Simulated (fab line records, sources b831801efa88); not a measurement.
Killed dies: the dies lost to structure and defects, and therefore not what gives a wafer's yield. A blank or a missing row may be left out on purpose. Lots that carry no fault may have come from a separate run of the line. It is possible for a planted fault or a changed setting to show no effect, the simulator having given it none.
Which of the tools did it?	flow gf180mcu	10 lots with 30 wafers sampled at 4 steps, on a route of 602 steps

WHAT THE GAUGES READ, wafer by wafer
GF_VT_IMPLANT_TW_MEAS_32.
lot	measured	on	VT_IMPLANT_3_TW
L454	day 7 03:07	film_metro-01	273.0 271.2 273.3
L456	day 7 18:28	film_metro-02	274.2 273.1 273.0
L457	day 7 23:10	film_metro-01	271.7 272.0 273.6
L458	day 8 04:47	film_metro-02	273.6 271.6 272.3
L459	day 8 09:30	film_metro-01	272.6 272.0 271.5
L466	day 10 06:22	film_metro-01	30.3 30.4 30.3 30.5 30.6 30.4
L470	day 11 17:48	film_metro-03	269.5 271.5 270.3
L473	day 12 15:57	film_metro-03	271.8 271.6 272.0
L475	day 13 07:24	film_metro-01	272.6 271.9 271.9
L476	day 13 10:13	film_metro-02	272.0 269.9 270.7

EACH LOT AND THE TOOL THAT RAN IT (in order: tool; ch and the chambers of the sampled wafers; start)
lot	GF_MVPSD_STRIP_10	GF_VT_IMPLANT_STRIP_20	GF_VT_IMPLANT_STRIP_31
L454	plasma_asher-04 ch 0,1, day 5 07:10	plasma_asher-03 ch 0,1, day 6 11:33	plasma_asher-01 ch 0,1, day 7 03:01
L456	plasma_asher-02 ch 0,1, day 5 21:10	plasma_asher-03 ch 1, day 7 02:25	plasma_asher-04 ch 0,1, day 7 18:22
L457	plasma_asher-02 ch 0,1, day 6 01:34	plasma_asher-01 ch 0,1, day 7 07:21	plasma_asher-03 ch 0,1, day 7 23:04
L458	plasma_asher-04 ch 0,1, day 6 05:47	plasma_asher-03 ch 0,1, day 7 12:29	plasma_asher-04 ch 0,1, day 8 04:41
L459	plasma_asher-02 ch 0,1, day 6 10:04	plasma_asher-03 ch 0,1, day 7 16:51	plasma_asher-01 ch 0,1, day 8 09:24
L466	plasma_asher-02 ch 0,1, day 8 04:15	plasma_asher-04 ch 0,1, day 9 13:46	plasma_asher-04 ch 0,1, day 10 06:16
L470	plasma_asher-02 ch 0,1, day 9 10:46	plasma_asher-01 ch 0,1, day 10 23:15	plasma_asher-04 ch 0,1, day 11 17:42
L473	plasma_asher-02 ch 0,1, day 10 07:43	plasma_asher-01 ch 0,1, day 11 20:45	plasma_asher-04 ch 0,1, day 12 15:51
L475	plasma_asher-04 ch 0,1, day 10 22:12	plasma_asher-01 ch 0,1, day 12 11:45	plasma_asher-03 ch 0,1, day 13 07:18
L476	plasma_asher-01 ch 0,1, day 10 23:52	plasma_asher-03 ch 0,1, day 12 14:49	plasma_asher-04 ch 0,1, day 13 10:06
- GF_MVPSD_STRIP_10: strips in O2/N2.
- GF_VT_IMPLANT_STRIP_20: strips in O2/N2.
- GF_VT_IMPLANT_STRIP_31: strips in O2/N2.

THE ANSWER, worked out from the rows above alone
Rule: usual is defined by the lots themselves. The widest of any qualifying gaps counts: lots, ordered by their means at a reading, are off when they make up no more than a third of the lots, leave a main group of 4 or more, and stand apart from it by 3 or more times the standard deviation of that group's means. The tables above print the reading to a certain number of digits; a main group whose means all agree to those digits is not used. Also off: a lot with no number at a reading for which 4 or more lots have one. Any other lot the step has rows for is counted as sound.
Off: L466, at GF_VT_IMPLANT_TW_MEAS_32 (VT_IMPLANT_3_TW). The main group: mean 272.0, standard deviation 0.85.
If a tool, at a process step before that reading, ran all the lots that are off and no sound lot after the first of them, it fits. Gauges at GF_VT_IMPLANT_TW_MEAS_32: tried the same way as those tools. One fits: GF_VT_IMPLANT_STRIP_20 on plasma_asher-04. It ran no sound lot before its first lot that is off in this sample, so the start can't be narrowed down.

WHAT THE SIMULATOR HAD PUT IN
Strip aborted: plasma_asher-04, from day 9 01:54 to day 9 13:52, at GF_VT_IMPLANT_STRIP_20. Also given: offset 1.
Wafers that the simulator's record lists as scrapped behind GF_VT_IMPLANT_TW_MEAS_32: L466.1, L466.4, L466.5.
Lots struck among those shown: L466. The same result came from the rule above.
